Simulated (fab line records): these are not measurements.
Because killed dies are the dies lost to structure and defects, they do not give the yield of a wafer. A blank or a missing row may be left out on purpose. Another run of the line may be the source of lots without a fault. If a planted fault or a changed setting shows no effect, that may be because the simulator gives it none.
The tool behind it: which one? :: flow sky130 :: 36 wafers sampled from 12 lots at 1 step of a route of 708

WHAT EACH GAUGE READ, for each wafer
SKY_NWELL_OVL_MEAS_23.
lot: L075
measured: day 5 19:32
on: overlay-01
NWELL_01_OVL (nm): 3.3 2.7 2.8

lot: L077
measured: day 6 01:37
on: overlay-02
NWELL_01_OVL (nm): -0.8 -1.4 0.9

lot: L079
measured: day 6 16:23
on: overlay-01
NWELL_01_OVL (nm): 0.2 0.9 3.6

lot: L081
measured: day 7 00:35
on: overlay-02
NWELL_01_OVL (nm): 2.5 1.2 2.6

lot: L083
measured: day 7 13:31
on: overlay-01
NWELL_01_OVL (nm): -2.5 -3.3 -2.6

lot: L085
measured: day 8 02:07
on: overlay-01
NWELL_01_OVL (nm): -1.1 -2.3 -2.0

lot: L087
measured: day 8 15:34
on: overlay-01
NWELL_01_OVL (nm): 0.6 1.3 0.4

lot: L089
measured: day 9 00:47
on: overlay-02
NWELL_01_OVL (nm): 0.3 1.0 1.0

lot: L091
measured: day 9 13:22
on: overlay-01
NWELL_01_OVL (nm): 3.5 3.7 3.1

lot: L093
measured: day 10 00:58
on: overlay-02
NWELL_01_OVL (nm): -3.4 -3.0 -3.1

lot: L095
measured: day 10 14:53
on: overlay-02
NWELL_01_OVL (nm): -0.1 1.9 0.8

lot: L097
measured: day 10 23:08
on: overlay-02
NWELL_01_OVL (nm): 1.6 0.3 -0.3

TOOL THAT RAN EACH LOT (tool first, then ch and the chambers of the sampled wafers, then the start)
Before these readings, the record contains no process step.

THE ANSWER, worked out from the rows above alone
Rule: the lots themselves supply what counts as usual. The widest of any qualifying gaps counts: lots, ordered by their means at a reading, are off when they make up no more than a third of the lots, leave a main group of 4 or more, and stand apart from it by 3 or more times the standard deviation of that group's means. Not used: any main group whose means are identical at the precision the tables above print for the reading. Also off: a lot with no number at a reading for which 4 or more lots have one. The other lots that the step has rows for count as sound.
Across all readings shown, no lot is off: no conclusion can be drawn from this.

WHAT HAD BEEN PUT IN BY THE SIMULATOR
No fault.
